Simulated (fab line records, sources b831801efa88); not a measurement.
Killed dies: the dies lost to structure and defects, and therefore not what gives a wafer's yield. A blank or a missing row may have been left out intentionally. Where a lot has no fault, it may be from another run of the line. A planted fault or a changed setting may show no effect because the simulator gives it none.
Matching of chambers / flow gf180mcu / GF_STI_CMP_25 on cmp-01 has 4 sister chambers
The step polishes, stops on Si3N4, t overpolish 30.48 s, target thk 524.6 nm. 8 wafers are shown with their chamber, then 7 later ones without.

WAFERS PAIRED WITH THEIR CHAMBERS
wafer=L910.5; chamber=3; motor current A (A)=10.9; head pressure psi (psi)=4.016
wafer=L922.2; chamber=2; motor current A (A)=11.7; head pressure psi (psi)=4.002
wafer=L922.6; chamber=0; motor current A (A)=14.0; head pressure psi (psi)=3.979
wafer=L923.1; chamber=3; motor current A (A)=10.9; head pressure psi (psi)=4.007
wafer=L923.4; chamber=1; motor current A (A)=10.7; head pressure psi (psi)=4.007
wafer=L923.5; chamber=1; motor current A (A)=10.3; head pressure psi (psi)=3.991
wafer=L924.2; chamber=2; motor current A (A)=12.1; head pressure psi (psi)=3.997
wafer=L924.3; chamber=0; motor current A (A)=14.1; head pressure psi (psi)=4.004

WAFERS WITHOUT THEIR CHAMBER
wafer=L924.4; motor current A (A)=10.0; head pressure psi (psi)=3.984
wafer=L927.1; motor current A (A)=12.1; head pressure psi (psi)=4.000
wafer=L927.2; motor current A (A)=9.7; head pressure psi (psi)=4.005
wafer=L927.4; motor current A (A)=10.4; head pressure psi (psi)=3.987
wafer=L931.1; motor current A (A)=10.5; head pressure psi (psi)=3.994
wafer=L931.2; motor current A (A)=10.5; head pressure psi (psi)=3.984
wafer=L931.6; motor current A (A)=13.6; head pressure psi (psi)=4.005

THE CHAMBER EACH PASSED THROUGH
wafer=L924.4; from the rows above=1; in truth=1
wafer=L927.1; from the rows above=2; in truth=2
wafer=L927.2; from the rows above=can't be placed: 1 or 3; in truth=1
wafer=L927.4; from the rows above=1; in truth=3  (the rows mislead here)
wafer=L931.1; from the rows above=1; in truth=1
wafer=L931.2; from the rows above=can't be placed: 1 or 3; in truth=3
wafer=L931.6; from the rows above=0; in truth=0
Correct placement for 4 of the 7. Can't be placed from these rows: 2 (the true chamber is among the candidates in 2). 1 placed wrongly.
How it was worked out, from the rows above alone: a wafer's distance from a chamber is the root of the sum, over the readings, of the square of ((its reading less the chamber's mean) divided by the reading's scatter). If the next closest chamber is less than 2 further off than the closest, the wafer can't be placed; otherwise it belongs to the closest. Each chamber's mean is taken over the wafers shown for it. The scatter is the square root of a quotient: the sum, over the shown wafers, of each reading's squared deviation from its chamber's mean, divided by wafers minus chambers.
